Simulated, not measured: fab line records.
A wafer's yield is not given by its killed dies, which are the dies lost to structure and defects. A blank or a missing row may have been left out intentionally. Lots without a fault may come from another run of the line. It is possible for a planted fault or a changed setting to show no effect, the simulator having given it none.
The tool behind it: which one? :: flow gf180mcu :: 38 wafers from 13 lots sampled at 4 of the route's 602 steps

== WHAT THE GAUGES READ, wafer by wafer ==
GF_VT_IMPLANT_OVL_MEAS_40.
lot: L825
measured: day 7 21:32
on: overlay-01
VT_IMPLANT_03_OVL (nm): -0.2 0.2 0.1

lot: L826
measured: day 8 00:37
on: overlay-02
VT_IMPLANT_03_OVL (nm): -1.2 -1.1 -1.6

lot: L827
measured: day 8 09:13
on: overlay-01
VT_IMPLANT_03_OVL (nm): -0.7 -1.1 -1.4

lot: L828
measured: day 8 15:49
on: overlay-01
VT_IMPLANT_03_OVL (nm): 0.0 -2.7 -2.2

lot: L829
measured: day 8 23:57
on: overlay-01
VT_IMPLANT_03_OVL (nm): 2.3 0.9 3.8

lot: L830
measured: day 9 02:49
on: overlay-02
VT_IMPLANT_03_OVL (nm): -1.3 -1.6 -2.9

lot: L832
measured: day 9 20:07
on: overlay-02
VT_IMPLANT_03_OVL (nm): -1.1 -1.6 -2.0

lot: L833
measured: day 10 04:26
on: overlay-02
VT_IMPLANT_03_OVL (nm): 0.5 -0.4 1.4

lot: L836
measured: day 10 22:24
on: overlay-02
VT_IMPLANT_03_OVL (nm): 1.0 1.5 -1.0

lot: L841
measured: day 12 09:03
on: overlay-02
VT_IMPLANT_03_OVL (nm): -3.2 -4.0

lot: L844
measured: day 13 00:34
on: overlay-01
VT_IMPLANT_03_OVL (nm): 0.1 0.5 2.4

lot: L845
measured: day 14 00:55
on: overlay-01
VT_IMPLANT_03_OVL (nm): 1.6 -0.4 -0.2

lot: L847
measured: day 14 05:12
on: overlay-01
VT_IMPLANT_03_OVL (nm): -1.6 -1.0 -0.4

== WHAT TOOL EACH LOT RAN ON (gives the tool, then ch and the chambers of the sampled wafers, and finally the start) ==
lot: L825
GF_STI_WET_ETCH_20: wet-bench-03 ch 1, day 2 06:56
GF_MVPSD_STRIP_10: plasma-asher-03 ch 0,1, day 5 08:51
GF_VT_IMPLANT_STRIP_31: plasma-asher-01 ch 0,1, day 7 05:47

lot: L826
GF_STI_WET_ETCH_20: wet-bench-02 ch 1, day 2 12:20
GF_MVPSD_STRIP_10: plasma-asher-04 ch 0,1, day 5 12:00
GF_VT_IMPLANT_STRIP_31: plasma-asher-02 ch 0,1, day 7 09:00

lot: L827
GF_STI_WET_ETCH_20: wet-bench-04 ch 0, day 2 18:26
GF_MVPSD_STRIP_10: plasma-asher-03 ch 0,1, day 5 19:41
GF_VT_IMPLANT_STRIP_31: plasma-asher-04 ch 0,1, day 7 16:51

lot: L828
GF_STI_WET_ETCH_20: wet-bench-02 ch 3, day 2 22:50
GF_MVPSD_STRIP_10: plasma-asher-02 ch 0,1, day 6 00:44
GF_VT_IMPLANT_STRIP_31: plasma-asher-04 ch 0,1, day 7 23:34

lot: L829
GF_STI_WET_ETCH_20: wet-bench-04 ch 0, day 3 03:23
GF_MVPSD_STRIP_10: plasma-asher-02 ch 0,1, day 6 07:44
GF_VT_IMPLANT_STRIP_31: plasma-asher-04 ch 0,1, day 8 06:44

lot: L830
GF_STI_WET_ETCH_20: wet-bench-03 ch 2, day 3 08:44
GF_MVPSD_STRIP_10: plasma-asher-02 ch 0,1, day 6 12:14
GF_VT_IMPLANT_STRIP_31: plasma-asher-01 ch 0,1, day 8 10:55

lot: L832
GF_STI_WET_ETCH_20: wet-bench-04 ch 0, day 3 19:24
GF_MVPSD_STRIP_10: plasma-asher-03 ch 0,1, day 7 00:38
GF_VT_IMPLANT_STRIP_31: plasma-asher-01 ch 0,1, day 9 02:22

lot: L833
GF_STI_WET_ETCH_20: wet-bench-02 ch 3, day 3 23:20
GF_MVPSD_STRIP_10: plasma-asher-04 ch 0,1, day 7 08:17
GF_VT_IMPLANT_STRIP_31: plasma-asher-02 ch 0,1, day 9 11:05

lot: L836
GF_STI_WET_ETCH_20: wet-bench-03 ch 3, day 4 15:25
GF_MVPSD_STRIP_10: plasma-asher-03 ch 0,1, day 8 00:06
GF_VT_IMPLANT_STRIP_31: plasma-asher-01 ch 0,1, day 10 04:19

lot: L841
GF_STI_WET_ETCH_20: wet-bench-03 ch 2, day 5 18:05
GF_MVPSD_STRIP_10: plasma-asher-04 ch 0,1, day 9 08:58
GF_VT_IMPLANT_STRIP_31: plasma-asher-01 ch 0,1, day 11 14:04

lot: L844
GF_STI_WET_ETCH_20: wet-bench-02 ch 2, day 6 09:02
GF_MVPSD_STRIP_10: plasma-asher-03 ch 0,1, day 9 23:02
GF_VT_IMPLANT_STRIP_31: plasma-asher-02 ch 0,1, day 12 05:31

lot: L845
GF_STI_WET_ETCH_20: wet-bench-04 ch 3, day 6 17:14
GF_MVPSD_STRIP_10: plasma-asher-04 ch 0,1, day 10 20:26
GF_VT_IMPLANT_STRIP_31: plasma-asher-04 ch 0,1, day 13 04:38

lot: L847
GF_STI_WET_ETCH_20: wet-bench-04 ch 1, day 7 00:19
GF_MVPSD_STRIP_10: plasma-asher-02 ch 0,1, day 11 00:27
GF_VT_IMPLANT_STRIP_31: plasma-asher-04 ch 0,1, day 13 08:38
- GF_STI_WET_ETCH_20: etches SiO2 in dHF, target depth 20 nm, time 400 s.
- GF_MVPSD_STRIP_10: strips in O2/N2.
- GF_VT_IMPLANT_STRIP_31: strips in O2/N2.

== AS READ BY THE TOOLS THEMSELVES (means over the sampled wafers that have a number; for cases with no such wafer, the mark the record gives instead) ==
GF_STI_WET_ETCH_20.
lot: L825
tool: wet-bench-03
temp-c (C): 25.21

lot: L826
tool: wet-bench-02
temp-c (C): 24.99

lot: L827
tool: wet-bench-04
temp-c (C): 25.13

lot: L828
tool: wet-bench-02
temp-c (C): 24.96

lot: L829
tool: wet-bench-04
temp-c (C): 25.06

lot: L830
tool: wet-bench-03
temp-c (C): 24.99

lot: L832
tool: wet-bench-04
temp-c (C): 25.06

lot: L833
tool: wet-bench-02
temp-c (C): 25.05

lot: L836
tool: wet-bench-03
temp-c (C): 24.97

lot: L841
tool: wet-bench-03
temp-c (C): 24.48

lot: L844
tool: wet-bench-02
temp-c (C): 25.08

lot: L845
tool: wet-bench-04
temp-c (C): 24.97

lot: L847
tool: wet-bench-04
temp-c (C): 25.01

GF_MVPSD_STRIP_10.
lot: L825
tool: plasma-asher-03
drypump-motor-current-A (A): 6.3
heater-power-w (W): 348
n2-flow-sccm (sccm): 299.9
oes-product-au (a.u.): 0.721
strip-time-to-endpoint-s (s): 37.00

lot: L826
tool: plasma-asher-04
drypump-motor-current-A (A): 6.0
heater-power-w (W): 307
n2-flow-sccm (sccm): 299.9
oes-product-au (a.u.): 0.721
strip-time-to-endpoint-s (s): 36.92

lot: L827
tool: plasma-asher-03
drypump-motor-current-A (A): 6.2
heater-power-w (W): 364
n2-flow-sccm (sccm): 299.8
oes-product-au (a.u.): 0.726
strip-time-to-endpoint-s (s): 37.00

lot: L828
tool: plasma-asher-02
drypump-motor-current-A (A): 5.9
heater-power-w (W): 330
n2-flow-sccm (sccm): 299.1
oes-product-au (a.u.): 0.726
strip-time-to-endpoint-s (s): 36.94

lot: L829
tool: plasma-asher-02
drypump-motor-current-A (A): 5.9
heater-power-w (W): 337
n2-flow-sccm (sccm): 300.7
oes-product-au (a.u.): 0.722
strip-time-to-endpoint-s (s): 36.96

lot: L830
tool: plasma-asher-02
drypump-motor-current-A (A): 5.9
heater-power-w (W): 330
n2-flow-sccm (sccm): 300.3
oes-product-au (a.u.): 0.723
strip-time-to-endpoint-s (s): 36.96

lot: L832
tool: plasma-asher-03
drypump-motor-current-A (A): 6.2
heater-power-w (W): 359
n2-flow-sccm (sccm): 299.8
oes-product-au (a.u.): 0.726
strip-time-to-endpoint-s (s): 36.95

lot: L833
tool: plasma-asher-04
drypump-motor-current-A (A): 6.0
heater-power-w (W): 300
n2-flow-sccm (sccm): 300.5
oes-product-au (a.u.): 0.725
strip-time-to-endpoint-s (s): 36.99

lot: L836
tool: plasma-asher-03
drypump-motor-current-A (A): 6.2
heater-power-w (W): 363
n2-flow-sccm (sccm): 299.9
oes-product-au (a.u.): 0.722
strip-time-to-endpoint-s (s): 37.00

lot: L841
tool: plasma-asher-04
drypump-motor-current-A (A): 5.9
heater-power-w (W): 297
n2-flow-sccm (sccm): 298.9
oes-product-au (a.u.): 0.724
strip-time-to-endpoint-s (s): 36.88

lot: L844
tool: plasma-asher-03
drypump-motor-current-A (A): 6.2
heater-power-w (W): 347
n2-flow-sccm (sccm): 300.3
oes-product-au (a.u.): 0.724
strip-time-to-endpoint-s (s): 36.91

lot: L845
tool: plasma-asher-04
drypump-motor-current-A (A): 6.1
heater-power-w (W): 303
n2-flow-sccm (sccm): 300.2
oes-product-au (a.u.): 0.723
strip-time-to-endpoint-s (s): 37.03

lot: L847
tool: plasma-asher-02
drypump-motor-current-A (A): 5.9
heater-power-w (W): 333
n2-flow-sccm (sccm): 299.9
oes-product-au (a.u.): 0.719
strip-time-to-endpoint-s (s): 36.92

GF_VT_IMPLANT_STRIP_31.
lot: L825
tool: plasma-asher-01
drypump-motor-current-A (A): 6.0
heater-power-w (W): 365
n2-flow-sccm (sccm): 300.2
oes-product-au (a.u.): 0.717
strip-time-to-endpoint-s (s): 12.60

lot: L826
tool: plasma-asher-02
drypump-motor-current-A (A): 6.0
heater-power-w (W): 340
n2-flow-sccm (sccm): 300.3
oes-product-au (a.u.): 0.723
strip-time-to-endpoint-s (s): 12.61

lot: L827
tool: plasma-asher-04
drypump-motor-current-A (A): 5.7
heater-power-w (W): 291
n2-flow-sccm (sccm): 300.1
oes-product-au (a.u.): 0.712
strip-time-to-endpoint-s (s): 12.59

lot: L828
tool: plasma-asher-04
drypump-motor-current-A (A): 5.7
heater-power-w (W): 296
n2-flow-sccm (sccm): 300.2
oes-product-au (a.u.): 0.718
strip-time-to-endpoint-s (s): 12.58

lot: L829
tool: plasma-asher-04
drypump-motor-current-A (A): 5.7
heater-power-w (W): 294
n2-flow-sccm (sccm): 300.8
oes-product-au (a.u.): 0.715
strip-time-to-endpoint-s (s): 12.65

lot: L830
tool: plasma-asher-01
drypump-motor-current-A (A): 5.9
heater-power-w (W): 372
n2-flow-sccm (sccm): 300.1
oes-product-au (a.u.): 0.716
strip-time-to-endpoint-s (s): 12.60

lot: L832
tool: plasma-asher-01
drypump-motor-current-A (A): 6.0
heater-power-w (W): 359
n2-flow-sccm (sccm): 300.7
oes-product-au (a.u.): 0.706
strip-time-to-endpoint-s (s): 12.59

lot: L833
tool: plasma-asher-02
drypump-motor-current-A (A): 6.0
heater-power-w (W): 336
n2-flow-sccm (sccm): 301.1
oes-product-au (a.u.): 0.720
strip-time-to-endpoint-s (s): 12.64

lot: L836
tool: plasma-asher-01
drypump-motor-current-A (A): 6.0
heater-power-w (W): 363
n2-flow-sccm (sccm): 300.3
oes-product-au (a.u.): 0.721
strip-time-to-endpoint-s (s): 12.63

lot: L841
tool: plasma-asher-01
drypump-motor-current-A (A): 5.9
heater-power-w (W): 360
n2-flow-sccm (sccm): 299.9
oes-product-au (a.u.): 0.717
strip-time-to-endpoint-s (s): 12.62

lot: L844
tool: plasma-asher-02
drypump-motor-current-A (A): 6.0
heater-power-w (W): 335
n2-flow-sccm (sccm): 299.4
oes-product-au (a.u.): 0.715
strip-time-to-endpoint-s (s): 12.63

lot: L845
tool: plasma-asher-04
drypump-motor-current-A (A): 6.0
heater-power-w (W): 301
n2-flow-sccm (sccm): 299.8
oes-product-au (a.u.): 0.715
strip-time-to-endpoint-s (s): 12.68

lot: L847
tool: plasma-asher-04
drypump-motor-current-A (A): 5.7
heater-power-w (W): 294
n2-flow-sccm (sccm): 300.2
oes-product-au (a.u.): 0.713
strip-time-to-endpoint-s (s): 12.62

== THE ANSWER, worked out from the rows above alone ==
Rule: what is usual is taken from the lots themselves. The widest of any qualifying gaps counts: lots, ordered by their means at a reading, are off when they make up no more than a third of the lots, leave a main group of 4 or more, and stand apart from it by 3 or more times the standard deviation of that group's means. The tables above print the reading to a certain number of digits; a main group whose means all agree to those digits is not used. Also off: a lot with no number at a reading for which 4 or more lots have one. Any other lot the step has rows for is counted as sound. First the gauges in route order, then the tools' own readings, where a lot's mean is used as printed above. At the first step where some lot is off, the reading lying furthest off is the one used; lots without a number count as furthest.
Off, at GF_STI_WET_ETCH_20 on temp-c: L841. The main group has a mean of 25.04 C with a standard deviation of 0.072.
A tool fits if, at that step or a process step before it, it ran every lot that is off, and no sound lot after the first of them. One candidate fits, namely wet-bench-03 at GF_STI_WET_ETCH_20. Its last sound lot is L836 (day 4 15:25), its first lot that is off L841 (day 5 18:05): a fault that began between those two fits.
The tool's own readings at GF_STI_WET_ETCH_20 bear it out: on the lots that are off they differ by more than 5 times the standard deviation of the sound lots' means. temp-c reads 24.48 C there against 25.04 C on the sound lots.

== WHAT THE SIMULATOR HAD PUT IN ==
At GF_STI_WET_ETCH_20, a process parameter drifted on wet-bench-03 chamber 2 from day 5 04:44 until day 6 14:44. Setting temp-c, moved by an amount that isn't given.
Shown lots that were struck: L841. The same result came from the rule above.
